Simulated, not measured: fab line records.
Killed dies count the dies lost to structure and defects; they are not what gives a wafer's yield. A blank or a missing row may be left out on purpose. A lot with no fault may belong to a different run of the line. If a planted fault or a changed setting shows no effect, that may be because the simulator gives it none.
Which of the tools did it? | flow gf180mcu | 41 wafers from 14 lots sampled at 4 of the route's 602 steps

## WHAT EACH GAUGE READ, for each wafer
GF_POLY_GATE_THK_MEAS_17. Usual: POLY_GATE_OXIDATION_THK gives 4.02 nm (standard deviation 0.09).
lot  | measured     | on            | POLY_GATE_OXIDATION_THK (nm) | flag
L703 | day 9 07:10  | film-metro-01 | 4.05 3.97 4.02               |
L704 | day 9 12:38  | film-metro-01 | 4.08 4.05 4.02               |
L705 | day 9 21:07  | film-metro-04 | 3.97 4.07 4.10               |
L706 | day 10 01:46 | film-metro-04 | 4.06 4.03 4.10               |
L707 | day 10 11:11 | film-metro-01 | 4.07 4.11 4.13               |
L708 | day 10 17:01 | film-metro-03 | 3.98 4.00 4.03               |
L709 | day 10 23:39 | film-metro-04 | 4.03 4.07 4.13               |
L711 | day 11 15:20 | film-metro-01 | 4.20 4.19 4.28               |
L712 | day 12 01:45 | film-metro-03 | 3.98 3.88 4.01               |
L713 | day 12 05:21 | film-metro-04 | 4.02 3.97 3.87               |
L714 | day 12 12:20 | film-metro-01 | 4.11 4.12 4.06               |
L715 | day 12 19:40 | film-metro-04 | 3.93 3.90 4.02               |
L721 | day 14 13:59 | film-metro-04 | 4.09 4.10 4.18               |
L723 | day 15 03:49 | film-metro-01 | 4.01 3.91                    |

GF_SALICIDE_RS_MEAS_04: a four-point-probe measurement. Usual: SALICIDE_TIN_RS gives 16.4 ohm/sq (standard deviation 0.32).
lot  | measured     | on            | SALICIDE_TIN_RS (ohm/sq) | flag
L703 | day 15 03:31 | film-metro-04 | 16.5 16.6 16.7           |
L704 | day 15 09:39 | film-metro-03 | 16.5 16.6 16.2           |
L705 | day 15 21:28 | film-metro-03 | 16.3 16.1 16.0           |
L706 | day 16 01:23 | film-metro-01 | 15.9 15.8 16.0           |
L707 | day 16 14:10 | film-metro-04 | 16.6 16.4 16.2           |
L708 | day 16 20:55 | film-metro-04 | 16.6 16.5 16.3           |
L709 | day 17 03:47 | film-metro-03 | 16.0 16.1 15.9           |
L711 | day 18 02:56 | film-metro-04 | 16.2 16.6 16.5           |
L712 | day 18 12:25 | film-metro-04 | 16.1 16.6 16.3           |
L713 | day 18 19:16 | film-metro-04 | 16.6 15.9 16.2           |
L714 | day 19 02:23 | film-metro-01 | 16.7 16.8 16.8           |
L715 | day 19 11:32 | film-metro-03 | 16.7 16.7 16.8           |
L721 | day 21 11:43 | film-metro-04 | 16.1 18.2 16.3           |
L723 | day 22 03:26 | film-metro-04 | 17.5 16.1                |

GF_V2_THK_MEAS_01. Usual: V2_CVD_00_THK gives 603 nm (standard deviation 6.4).
lot  | measured     | on            | V2_CVD_00_THK (nm) | flag
L703 | day 19 04:52 | film-metro-02 | 603 603 591        |
L704 | day 19 12:08 | film-metro-01 | 597 592 601        |
L705 | day 20 04:24 | film-metro-01 | 597 605 602        |
L706 | day 20 05:46 | film-metro-02 | 600 603 602        |
L707 | day 20 20:02 | film-metro-01 | 613 609 608        |
L708 | day 21 04:25 | film-metro-01 | 606 597 599        |
L709 | day 21 10:50 | film-metro-03 | 591 598 591        |
L711 | day 22 10:15 | film-metro-02 | 611 606 601        |
L712 | day 22 18:59 | film-metro-03 | 613 613 611        |
L713 | day 23 01:10 | film-metro-03 | 603 594 593        |
L714 | day 23 09:10 | film-metro-02 | 597 596 594        |
L715 | day 23 16:43 | film-metro-03 | 607 612 620        |
L721 | day 25 16:46 | film-metro-01 | 607 608 602        |
L723 | day 25 23:29 | film-metro-03 | 593 591            |

## WHAT TOOL EACH LOT RAN ON (gives the tool, then ch and the chambers of the sampled wafers, and finally the start)
lot  | GF_SALICIDE_SPUTTER_02
L703 | pvd-sputter-01, day 15 03:28
L704 | pvd-sputter-03, day 15 09:34
L705 | pvd-sputter-03, day 15 21:25
L706 | pvd-sputter-02, day 16 01:19
L707 | pvd-sputter-01, day 16 14:07
L708 | pvd-sputter-03, day 16 20:49
L709 | pvd-sputter-01, day 17 03:42
L711 | pvd-sputter-01, day 18 02:53
L712 | pvd-sputter-03, day 18 12:19
L713 | pvd-sputter-02, day 18 19:13
L714 | pvd-sputter-03, day 19 02:20
L715 | pvd-sputter-03, day 19 11:29
L721 | pvd-sputter-03, day 21 11:37
L723 | pvd-sputter-03, day 22 03:19
- GF_SALICIDE_SPUTTER_02: material Co, target thk 10 nm, time 20 s.

## AS READ BY THE TOOLS THEMSELVES (means over the sampled wafers that have a number; for cases with no such wafer, the mark the record gives instead)
GF_SALICIDE_SPUTTER_02. Usual: 29.7 % for throttle-valve-pct, sd 0.6.
lot  | tool           | throttle-valve-pct (%) | flag
L703 | pvd-sputter-01 | 29.6                   |
L704 | pvd-sputter-03 | 30.0                   |
L705 | pvd-sputter-03 | 29.6                   |
L706 | pvd-sputter-02 | 30.3                   |
L707 | pvd-sputter-01 | 29.9                   |
L708 | pvd-sputter-03 | 29.7                   |
L709 | pvd-sputter-01 | 30.3                   |
L711 | pvd-sputter-01 | 29.3                   |
L712 | pvd-sputter-03 | 30.0                   |
L713 | pvd-sputter-02 | 29.5                   |
L714 | pvd-sputter-03 | 29.7                   |
L715 | pvd-sputter-03 | 29.6                   |
L721 | pvd-sputter-03 | 29.8                   |
L723 | pvd-sputter-03 | 30.1                   |

## THE ANSWER, worked out from the rows above alone
Rule: a lot is off if the mean of its wafers that have a number lies more than 3 standard deviations from the usual mean. A lot without any number at a reading at which 4 lots or more have one is off too. The other lots that the step has rows for count as sound. After the gauges, taken in route order, come the tools' own readings; for these a lot's mean is taken, as printed above. The first step at which some lot is off is used, and at that step the reading that is off furthest; a lot without a number counts as furthest.
Across all readings shown, no lot is off: no conclusion can be drawn from this.

## WHAT WAS PUT IN BY THE SIMULATOR
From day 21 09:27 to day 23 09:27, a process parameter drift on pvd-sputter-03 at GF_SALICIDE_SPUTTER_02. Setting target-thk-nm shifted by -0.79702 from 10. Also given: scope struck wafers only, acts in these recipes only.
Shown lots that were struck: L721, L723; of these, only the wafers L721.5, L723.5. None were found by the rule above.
